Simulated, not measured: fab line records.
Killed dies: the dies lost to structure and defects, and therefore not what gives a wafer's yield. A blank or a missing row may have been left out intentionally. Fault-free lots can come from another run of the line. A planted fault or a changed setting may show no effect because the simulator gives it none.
fab line records ; flow sky130
record lots=11; wafers=33; last-day=48
route steps=708 shown LDD_HVN@275 LDD_LDN@296 POLY_CUT@317 PAD_OPEN@708
lots untouched by any fault: they come from a run of this same line in which no faults occurred
start-h: start of the lot's first displayed wafer, in hours after the record's first day ; wait-h: hours since the lot's step before ; " identical to the entry in the row above ; L1.1+2: a single row standing in for several wafers ; - value missing, or start not given ; * or withheld: withheld ; < > ~ a bound
route shown NAME@n: names a module that has steps shown in the file, with the first one's number in the route ; usual: mean/standard deviation of fault-free wafers ; same: alike in all rows ; chamber/n: place in a boat ; sites: each site's reading ; _std_site: how widely they spread, as a standard deviation ; _edge_site: inner sites' mean taken away from outer sites' mean ; radius-mm: for every site, how far away it sits from the centre of the wafer ; mask NAME#n: copy n ; behind: the most recent tool/chamber to have shaped the wafer ; hold: the reason the lot was held/the length of the hold in hours/how it ended ; device: whichever transistor did not switch (one of n, p or np) ; end of line: the tests these same wafers got at the end of their route ; where a step has no rows: the recipe by itself ; killed: not the wafer's yield, but the dies lost to structure and defects at the first sort ; map: shows each die of a wafer: x if killed, . if not, _ if none is there
set.NAME: the run value of the setting; set.NAME@STEP: its run value at that earlier step ; model.NAME: the simulator's own value behind a step, which no gauge read
steps of the route over a sample of lots; a table a step, a row a wafer
services: when a tool's chamber went out of use (start-h, in hours from the record's first day, below 0 if earlier), for how many hours, and the reason
## steps
# step SKY_LDD_HVN_IMPLANT_08
# recipe species=P; energy-kev=60; dose-cm2=3e+13; tilt-deg=40
# usual faraday-current-uA=170/3.3; implant-ion-amu=31/0
lot.wafer;tool;chamber;start-h;wait-h;faraday-current-uA;implant-ion-amu
L866.2;implanter-02;0;464.75;0.0;175;31
L866.4;implanter-02;0;464.75;0.0;172;31
L866.6;implanter-02;0;464.75;0.0;170;31
L867.1;implanter-02;0;476.68;0.1;166;31
L867.2;implanter-02;0;476.68;0.1;173;31
L867.6;implanter-02;0;476.68;0.1;171;31
L868.1;implanter-01;0;492.82;0.0;167;31
L868.2;implanter-01;0;492.82;0.0;171;31
L868.4;implanter-01;0;492.82;0.0;167;31
L871.2;implanter-02;0;515.53;0.0;171;31
L871.3;implanter-02;0;515.53;0.0;167;31
L871.4;implanter-02;0;515.53;0.0;172;31
L872.1;implanter-01;0;540.19;0.0;169;31
L872.3;implanter-01;0;540.19;0.0;168;31
L872.6;implanter-01;0;540.19;0.0;164;31
L873.1;implanter-02;0;540.91;0.0;172;31
L873.4;implanter-02;0;540.91;0.0;168;31
L873.5;implanter-02;0;540.91;0.0;167;31
L874.1;implanter-02;0;545.49;0.0;166;31
L874.5;implanter-02;0;545.49;0.0;178;31
L874.6;implanter-02;0;545.49;0.0;172;31
L875.2;implanter-03;0;552.88;0.0;170;75
L875.3;implanter-03;0;552.88;0.0;172;75
L875.4;implanter-03;0;552.88;0.0;172;75
L876.1;implanter-01;0;562.81;0.0;165;75
L876.3;implanter-01;0;562.81;0.0;168;75
L876.4;implanter-01;0;562.81;0.0;171;75
L877.2;implanter-01;0;567.23;0.0;175;75
L877.3;implanter-01;0;567.23;0.0;173;75
L877.5;implanter-01;0;567.23;0.0;169;75
L878.2;implanter-01;0;578.13;0.0;171;75
L878.4;implanter-01;0;578.13;0.0;172;75
L878.6;implanter-01;0;578.13;0.0;165;75
# step SKY_LDD_HVN_TW_MEAS_10
# usual LDD_HVN_TW=1437/15
lot.wafer;tool;chamber;start-h;wait-h;LDD_HVN_TW
L866.2;film-metro-04;-;464.98;0.1;1444
L866.4;film-metro-04;-;464.98;0.1;1437
L866.6;film-metro-04;-;464.98;0.1;1437
L867.1;film-metro-04;-;476.93;0.1;1442
L867.2;film-metro-04;-;476.93;0.1;1441
L867.6;film-metro-04;-;476.93;0.1;1444
L868.1;film-metro-04;-;493.07;0.1;1448
L868.2;film-metro-04;-;493.07;0.1;1448
L868.4;film-metro-04;-;493.07;0.1;1454
L871.2;film-metro-02;-;515.77;0.1;1428
L871.3;film-metro-02;-;515.77;0.1;1436
L871.4;film-metro-02;-;515.77;0.1;1437
L872.1;film-metro-04;-;540.44;0.1;1457
L872.3;film-metro-04;-;540.44;0.1;1450
L872.6;film-metro-04;-;540.44;0.1;1444
L873.1;film-metro-01;-;541.16;0.1;1422
L873.4;film-metro-01;-;541.16;0.1;1426
L873.5;film-metro-01;-;541.16;0.1;1422
L874.1;film-metro-01;-;545.74;0.1;1421
L874.5;film-metro-01;-;545.74;0.1;1432
L874.6;film-metro-01;-;545.74;0.1;1425
L875.2;film-metro-01;-;553.12;0.1;1888
L875.3;film-metro-01;-;553.12;0.1;1889
L875.4;film-metro-01;-;553.12;0.1;1899
L876.1;film-metro-02;-;563.06;0.1;1915
L876.3;film-metro-02;-;563.06;0.1;1914
L876.4;film-metro-02;-;563.06;0.1;1918
L877.2;film-metro-01;-;567.47;0.1;1891
L877.3;film-metro-01;-;567.47;0.1;1887
L877.5;film-metro-01;-;567.47;0.1;1887
L878.2;film-metro-01;-;578.37;0.1;1885
L878.4;film-metro-01;-;578.37;0.1;1888
L878.6;film-metro-01;-;578.37;0.1;1889
# step SKY_LDD_LDN_OVL_MEAS_07
# usual LDD_LDN_OVL=-0.5/1.3
lot.wafer;tool;chamber;start-h;wait-h;LDD_LDN_OVL[nm]
L866.2;overlay-01;-;526.75;0.1;0.3
L866.4;overlay-01;-;526.75;0.1;0.1
L866.6;overlay-01;-;526.75;0.1;-0.9
L867.1;overlay-01;-;537.55;0.1;0.1
L867.2;overlay-01;-;537.55;0.1;-0.2
L867.6;overlay-01;-;537.55;0.1;-1.2
L868.1;overlay-01;-;554.59;0.1;-1.2
L868.2;overlay-01;-;554.59;0.1;-0.9
L868.4;overlay-01;-;554.59;0.1;-0.9
L871.2;overlay-01;-;574.03;0.1;-1.5
L871.3;overlay-01;-;574.03;0.1;-0.9
L871.4;overlay-01;-;574.03;0.1;-0.5
L872.1;overlay-01;-;598.10;0.1;0.2
L872.3;overlay-01;-;598.10;0.1;-1.0
L872.6;overlay-01;-;598.10;0.1;-0.6
L873.1;overlay-01;-;599.29;0.1;-1.7
L873.4;overlay-01;-;599.29;0.1;-1.2
L873.5;overlay-01;-;599.29;0.1;-4.0
L874.1;overlay-01;-;604.20;0.1;-0.6
L874.5;overlay-01;-;604.20;0.1;-0.6
L874.6;overlay-01;-;604.20;0.1;0.3
L875.2;overlay-02;-;610.18;0.1;0.7
L875.3;overlay-02;-;610.18;0.1;-0.8
L875.4;overlay-02;-;610.18;0.1;2.6
L876.1;overlay-02;-;620.64;0.1;-1.2
L876.3;overlay-02;-;620.64;0.1;0.8
L876.4;overlay-02;-;620.64;0.1;0.3
L877.2;overlay-02;-;625.38;0.1;0.7
L877.3;overlay-02;-;625.38;0.1;-2.4
L877.5;overlay-02;-;625.38;0.1;0.5
L878.2;overlay-01;-;636.05;0.1;-1.2
L878.4;overlay-01;-;636.05;0.1;0.1
L878.6;overlay-01;-;636.05;0.1;-1.8
# step SKY_POLY_CUT_ETCH_10
# recipe chemistry=N2/H2; target=BARC; ion-energy-ev=200; source-w=500; bias-w=100; pressure-mtorr=30; n2-flow-sccm=100; h2-flow-sccm=200; stop-on=SiO2; time-s=45.9; target-depth-a=600
# usual chamber-pressure-mTorr=30.003/0.027; drypump-motor-current-A=5.8/0.45; oes-product-au=0.856/0.005; throttle-valve-pct=13.224/0.0088
lot.wafer;tool;chamber;start-h;wait-h;chamber-pressure-mTorr;drypump-motor-current-A;oes-product-au;rf-hours-counter-h;throttle-valve-pct
L866.2;rie-diel-04;1;561.00;0.0;30.024;6.4;0.862;2;13.228
L866.4;rie-diel-04;2;561.00;0.0;29.976;5.4;0.854;8;13.228
L866.6;rie-diel-04;2;561.00;0.0;30.016;5.4;0.855;-;13.217
L867.1;rie-diel-03;0;596.44;0.0;30.042;6.1;0.860;0;13.239
L867.2;rie-diel-03;1;596.44;0.0;30.052;5.1;0.852;1;13.234
L867.6;rie-diel-03;2;596.44;0.0;29.942;5.5;0.857;-;13.209
L868.1;rie-diel-02;2;597.14;0.0;30.032;5.8;0.850;1;13.237
L868.2;rie-diel-02;1;597.14;0.0;29.985;5.8;0.858;7;13.234
L868.4;rie-diel-02;3;597.14;0.0;30.020;5.7;0.849;66;13.206
L871.2;rie-diel-03;1;607.35;0.0;29.981;5.1;0.862;1;13.212
L871.3;rie-diel-03;3;607.35;0.0;29.981;5.6;0.846;9;13.223
L871.4;rie-diel-03;0;607.35;0.0;30.024;6.1;0.857;-;13.231
L872.1;rie-diel-03;3;629.25;0.0;30.029;5.6;0.860;10;13.225
L872.3;rie-diel-03;1;629.25;0.0;30.014;5.1;0.858;2;13.219
L872.6;rie-diel-03;3;629.25;0.0;30.031;5.7;0.862;-;13.208
L873.1;rie-diel-02;0;630.66;0.0;30.020;6.3;0.853;1;13.218
L873.4;rie-diel-02;1;630.66;0.0;30.000;5.7;0.849;8;13.208
L873.5;rie-diel-02;1;630.66;0.0;30.035;5.7;0.856;-;13.205
L874.1;rie-diel-04;0;635.91;0.0;30.004;6.6;0.848;7;13.211
L874.5;rie-diel-04;3;635.91;0.0;29.993;5.3;0.853;-;13.219
L874.6;rie-diel-04;2;635.91;0.0;30.003;5.4;0.852;-;13.212
L875.2;rie-diel-02;0;641.45;0.0;29.992;6.3;0.857;1;13.221
L875.3;rie-diel-02;2;641.45;0.0;30.010;5.8;0.852;2;13.226
L875.4;rie-diel-02;0;641.45;0.0;30.000;6.3;0.867;-;13.217
L876.1;rie-diel-02;1;651.10;0.0;29.965;5.7;0.850;8;13.212
L876.3;rie-diel-02;2;651.10;0.0;30.022;5.8;0.840;2;13.215
L876.4;rie-diel-02;0;651.10;0.0;30.004;6.3;0.857;-;13.228
L877.2;rie-diel-02;1;656.26;0.0;29.992;5.7;0.856;8;13.219
L877.3;rie-diel-02;2;656.26;0.0;30.041;5.9;0.854;2;13.231
L877.5;rie-diel-02;1;656.26;0.0;30.019;5.7;0.858;-;13.215
L878.2;rie-diel-04;1;667.61;0.0;30.001;6.4;0.850;4;13.231
L878.4;rie-diel-04;3;667.61;0.0;29.986;5.3;0.851;4;13.228
L878.6;rie-diel-04;2;667.61;0.0;30.012;5.4;0.855;-;13.226
# step SKY_POLY_CUT_STRIP_12
# recipe chemistry=O2/N2; power-w=1400; pressure-mtorr=1500; platen-temp-c=withheld; o2-flow-sccm=3000; n2-flow-sccm=300; overash-fraction=0.5
# usual chamber-pressure-mTorr=1500.0/1.5; drypump-motor-current-A=5.9/0.3; o2-flow-sccm=3001/7.9; oes-product-au=0.453/0.0045; strip-time-to-endpoint-s=5.366/0.017
# same overash-fraction=0.5
lot.wafer;tool;chamber;start-h;wait-h;chamber-pressure-mTorr;drypump-motor-current-A;o2-flow-sccm;oes-product-au;rf-hours-counter-h;strip-time-to-endpoint-s
L866.2;plasma-asher-03;0;561.08;0.0;1497.9;5.6;3006;0.457;86;5.379
L866.4;plasma-asher-03;0;561.08;0.0;1501.8;5.6;3000;0.451;-;5.412
L866.6;plasma-asher-03;0;561.08;0.0;1501.2;5.6;2999;0.453;-;5.380
L867.1;plasma-asher-02;0;596.52;0.0;1500.5;5.8;3014;0.458;48;5.362
L867.2;plasma-asher-02;1;596.52;0.0;1501.8;6.1;2994;0.454;48;5.374
L867.6;plasma-asher-02;0;596.52;0.0;1498.9;5.8;3008;0.456;-;5.342
L868.1;plasma-asher-03;1;597.22;0.0;1501.2;6.3;3001;0.454;89;5.356
L868.2;plasma-asher-03;0;597.22;0.0;1498.2;5.6;2991;0.451;89;5.349
L868.4;plasma-asher-03;0;597.22;0.0;1501.2;5.6;3003;0.454;-;5.374
L871.2;plasma-asher-02;0;607.43;0.0;1502.6;5.8;2994;0.450;50;5.375
L871.3;plasma-asher-02;1;607.43;0.0;1499.4;6.1;2990;0.446;-;5.379
L871.4;plasma-asher-02;0;607.43;0.0;1496.6;5.8;2999;0.455;-;5.375
L872.1;plasma-asher-03;0;629.33;0.0;1501.0;5.6;3001;0.456;93;5.349
L872.3;plasma-asher-03;0;629.33;0.0;1499.8;5.6;3003;0.446;-;5.357
L872.6;plasma-asher-03;1;629.33;0.0;1501.7;6.4;3012;0.456;-;5.349
L873.1;plasma-asher-03;0;630.74;0.0;1501.2;5.6;3008;0.445;93;5.384
L873.4;plasma-asher-03;0;630.74;0.0;1501.1;5.6;3017;0.448;-;5.373
L873.5;plasma-asher-03;0;630.74;0.0;1498.6;5.5;3004;0.454;-;5.372
L874.1;plasma-asher-01;0;635.99;0.0;1499.4;6.2;3004;0.459;79;5.352
L874.5;plasma-asher-01;1;635.99;0.0;1501.3;5.6;3006;0.453;-;5.349
L874.6;plasma-asher-01;0;635.99;0.0;1500.1;6.2;2998;0.452;-;5.330
L875.2;plasma-asher-02;1;641.53;0.0;1498.3;6.1;3002;0.452;54;5.364
L875.3;plasma-asher-02;1;641.53;0.0;1501.2;6.1;3001;0.445;-;5.347
L875.4;plasma-asher-02;0;641.53;0.0;1498.9;5.8;3005;0.461;-;5.368
L876.1;plasma-asher-03;0;651.18;0.0;1497.2;5.6;2996;0.453;95;5.347
L876.3;plasma-asher-03;0;651.18;0.0;1498.9;5.6;2997;0.456;-;5.345
L876.4;plasma-asher-03;1;651.18;0.0;1500.4;6.3;2995;0.452;-;5.379
L877.2;plasma-asher-03;0;656.34;0.0;1498.5;5.6;3000;0.454;95;5.362
L877.3;plasma-asher-03;0;656.34;0.0;1499.4;5.6;3003;0.452;-;5.355
L877.5;plasma-asher-03;0;656.34;0.0;1499.2;5.6;3001;0.457;-;5.362
L878.2;plasma-asher-02;1;667.69;0.0;1498.9;6.1;2995;0.456;57;5.385
L878.4;plasma-asher-02;1;667.69;0.0;1500.3;6.1;2998;0.452;-;5.389
L878.6;plasma-asher-02;0;667.69;0.0;1500.4;5.8;3005;0.460;-;5.394
# step SKY_PAD_OPEN_PROBE_99
# usual killed_at_M0_to_M3=45/7.9; killed_at_M4_up=2.9/1.8; killed-at-contacts=25/5.5; killed-at-front-end=16/4.4; killed-at-other=0.3/0.58; killed-dies=89/9.4; killed-on-rim=18/3.9; killed-open=49/6.8; killed-short=40/6.3
# same gross-dies=492; killed-at-back-side=0
lot.wafer;tool;chamber;start-h;wait-h;killed_at_M0_to_M3;killed_at_M4_up;killed-at-contacts;killed-at-front-end;killed-at-other;killed-dies;killed-on-rim;killed-open;killed-short
L873.1;prober-02;-;1125.13;0.1;35;2;26;13;1;77;17;39;36
L873.4;prober-02;-;1125.28;0.2;46;2;35;20;0;103;14;62;38
L873.5;prober-02;-;1125.33;0.2;44;3;30;20;0;97;14;54;40
L875.2;prober-02;-;1130.85;0.1;46;2;26;13;0;87;16;43;43
L875.3;prober-02;-;1130.90;0.2;39;1;28;11;0;79;17;52;27
L875.4;prober-02;-;1130.95;0.2;27;4;33;16;0;80;18;45;35
L876.1;prober-02;-;1137.76;0.1;45;2;25;16;0;88;18;54;34
L876.3;prober-02;-;1137.86;0.2;36;4;29;16;0;85;20;53;32
L876.4;prober-02;-;1137.91;0.2;48;1;23;17;0;89;17;51;38
L877.2;prober-02;-;1139.31;0.1;38;1;25;22;0;86;15;55;31
L877.3;prober-02;-;1139.36;0.2;38;1;32;21;0;92;23;47;45
L877.5;prober-02;-;1139.46;0.2;38;3;25;16;0;82;12;43;39
L878.2;prober-01;-;1151.49;0.1;50;6;24;17;0;97;17;50;47
L878.4;prober-01;-;1151.59;0.2;54;1;18;13;0;86;16;54;32
L878.6;prober-01;-;1151.69;0.2;49;1;28;19;0;97;21;61;36
# killed by level:class
L873.1 LI_CONTACT:geometric-particle:open=8 CONTACT:geometric-particle:open=8 VIA2:geometric-particle:open=7 VIA3:geometric-particle:open=7 FIELD_ISO:geometric-particle:open=6 CONTACT:geometric-particle:short=6 METAL1:geometric-particle:short=5 METAL2:geometric-particle:short=4
L873.4 VIA1:geometric-particle:open=14 CONTACT:geometric-particle:open=12 VIA2:geometric-particle:open=9 LI_CONTACT:geometric-particle:open=9 FIELD_ISO:geometric-particle:open=7 LI_CONTACT:geometric-particle:short=5 METAL1:geometric-particle:short=5 POLY_GATE:geometric-particle:open=4
L873.5 LI_CONTACT:geometric-particle:open=11 CONTACT:geometric-particle:open=11 VIA1:geometric-particle:open=11 FIELD_ISO:geometric-particle:short=7 VIA1:geometric-particle:short=6 VIA2:geometric-particle:open=6 POLY_GATE:geometric-particle:open=4 METAL1:geometric-particle:short=4
L875.2 VIA1:geometric-particle:open=9 VIA3:geometric-particle:open=9 CONTACT:geometric-particle:open=8 CONTACT:geometric-particle:short=7 VIA1:geometric-particle:short=7 METAL2:geometric-particle:short=7 LI_CONTACT:geometric-particle:open=5 METAL1:geometric-particle:short=5
L875.3 CONTACT:geometric-particle:open=14 VIA1:geometric-particle:open=10 VIA3:geometric-particle:open=7 LI_CONTACT:geometric-particle:open=6 METAL2:geometric-particle:short=5 CONTACT:geometric-particle:short=4 VIA2:geometric-particle:open=4 METAL1:geometric-particle:open=3
L875.4 CONTACT:geometric-particle:open=11 LI_CONTACT:geometric-particle:open=8 VIA1:geometric-particle:open=7 VIA2:geometric-particle:open=6 FIELD_ISO:geometric-particle:short=5 LOCAL_INTERCONNECT:geometric-particle:short=5 CONTACT:geometric-particle:short=5 METAL2:geometric-particle:short=5
L876.1 VIA1:geometric-particle:open=15 CONTACT:geometric-particle:open=12 VIA1:geometric-particle:short=8 VIA3:geometric-particle:open=7 LI_CONTACT:geometric-particle:open=5 FIELD_ISO:geometric-particle:open=4 POLY_GATE:geometric-particle:open=4 CONTACT:geometric-particle:short=4
L876.3 CONTACT:geometric-particle:open=11 LI_CONTACT:geometric-particle:open=8 FIELD_ISO:geometric-particle:open=7 CONTACT:geometric-particle:short=7 VIA1:geometric-particle:short=6 VIA1:geometric-particle:open=6 VIA2:geometric-particle:open=6 VIA3:geometric-particle:open=6
L876.4 VIA1:geometric-particle:open=11 VIA2:geometric-particle:open=8 LI_CONTACT:geometric-particle:open=8 VIA1:geometric-particle:short=8 FIELD_ISO:geometric-particle:open=5 CONTACT:geometric-particle:open=5 VIA3:geometric-particle:open=5 LOCAL_INTERCONNECT:geometric-particle:short=4
L877.2 CONTACT:geometric-particle:open=13 VIA1:geometric-particle:open=10 FIELD_ISO:geometric-particle:open=7 VIA2:geometric-particle:open=7 METAL1:geometric-particle:short=5 LI_CONTACT:geometric-particle:short=5 POLY_GATE:geometric-particle:open=5 LI_CONTACT:geometric-particle:open=4
L877.3 LI_CONTACT:geometric-particle:open=13 CONTACT:geometric-particle:open=9 VIA3:geometric-particle:open=7 VIA2:geometric-particle:open=6 POLY_GATE:geometric-particle:short=5 POLY_GATE:geometric-particle:open=5 LOCAL_INTERCONNECT:geometric-particle:short=5 METAL2:geometric-particle:short=5
L877.5 LI_CONTACT:geometric-particle:open=8 VIA2:geometric-particle:open=6 LI_CONTACT:geometric-particle:short=5 CONTACT:geometric-particle:open=5 METAL1:geometric-particle:short=5 VIA1:geometric-particle:open=5 FIELD_ISO:geometric-particle:open=4 POLY_GATE:geometric-particle:open=4
L878.2 VIA1:geometric-particle:open=10 VIA3:geometric-particle:open=10 CONTACT:geometric-particle:open=8 VIA2:geometric-particle:open=6 FIELD_ISO:geometric-particle:short=5 CONTACT:geometric-particle:short=5 METAL1:geometric-particle:short=5 METAL4:geometric-particle:short=5
L878.4 VIA1:geometric-particle:open=20 VIA2:geometric-particle:open=9 LI_CONTACT:geometric-particle:open=7 METAL1:geometric-particle:short=6 VIA3:geometric-particle:open=5 CONTACT:geometric-particle:open=4 VIA1:geometric-particle:short=4 VIA2:geometric-particle:short=4
L878.6 CONTACT:geometric-particle:open=15 METAL1:geometric-particle:short=10 FIELD_ISO:geometric-particle:open=9 VIA1:geometric-particle:open=9 VIA3:geometric-particle:open=8 VIA1:geometric-particle:short=8 LI_CONTACT:geometric-particle:open=7 METAL2:geometric-particle:short=4
## services
tool;chamber;start-h;hours;kind
implanter-01;-;444.01;6.0;pm
implanter-02;-;468.57;0.7;repair
implanter-02;-;471.49;1.8;repair
implanter-02;-;477.86;2.5;repair
rie-diel-02;-;478.68;2.8;pm
implanter-02;-;484.50;8.6;pm
plasma-asher-03;-;492.14;4.3;pm
implanter-03;-;493.01;23.5;repair
plasma-asher-03;-;497.83;2.8;pm
rie-diel-04;2;526.07;13.8;repair
rie-diel-04;3;529.50;8.6;repair
rie-diel-04;0;529.89;2.2;repair
implanter-02;-;530.38;2.9;repair
implanter-03;-;542.19;2.0;repair
rie-diel-04;1;544.64;1.6;repair
rie-diel-03;-;546.05;0.2;repair
rie-diel-02;-;557.79;0.4;repair
implanter-01;-;579.22;4.1;pm
rie-diel-02;-;592.47;1.2;repair
rie-diel-03;2;600.83;8.5;repair
plasma-asher-03;-;606.38;2.1;repair
rie-diel-03;1;610.75;11.4;repair
implanter-01;-;616.98;1.4;repair
rie-diel-04;-;654.86;1.0;repair
## key
first-sign step=SKY_LDD_HVN_IMPLANT_08; reading=implant-ion-amu; direction=up; sigmas=99+; usual=31; struck=75
effect step=SKY_LDD_HVN_TW_MEAS_10; reading=LDD_HVN_TW; direction=up; sigmas=31; usual=1437; struck=1896
met-at SKY_LDD_HVN_IMPLANT_08
struck-lots L875,L876,L877,L878
tester-left-out L875,L876,L877,L878
not-acting-at SKY_LDD_LDN_OVL_MEAS_07,SKY_POLY_CUT_ETCH_10,SKY_POLY_CUT_STRIP_12
onset-between 545.49 552.88
fault kind=wrong-recipe-download; tool=implanter-01,implanter-02,implanter-03; chamber=-; onset-h=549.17; steps=SKY_LDD_HVN_IMPLANT_08; wrong-recipe.not-listed=1
# tester-left-out: of these lots the tester's yield and bins aren't shown, on N5 and GAA mostly nor the transistor test; their killed dies are dies lost to structure and defects alone, not to doping, threshold or leakage, so they don't give the yield
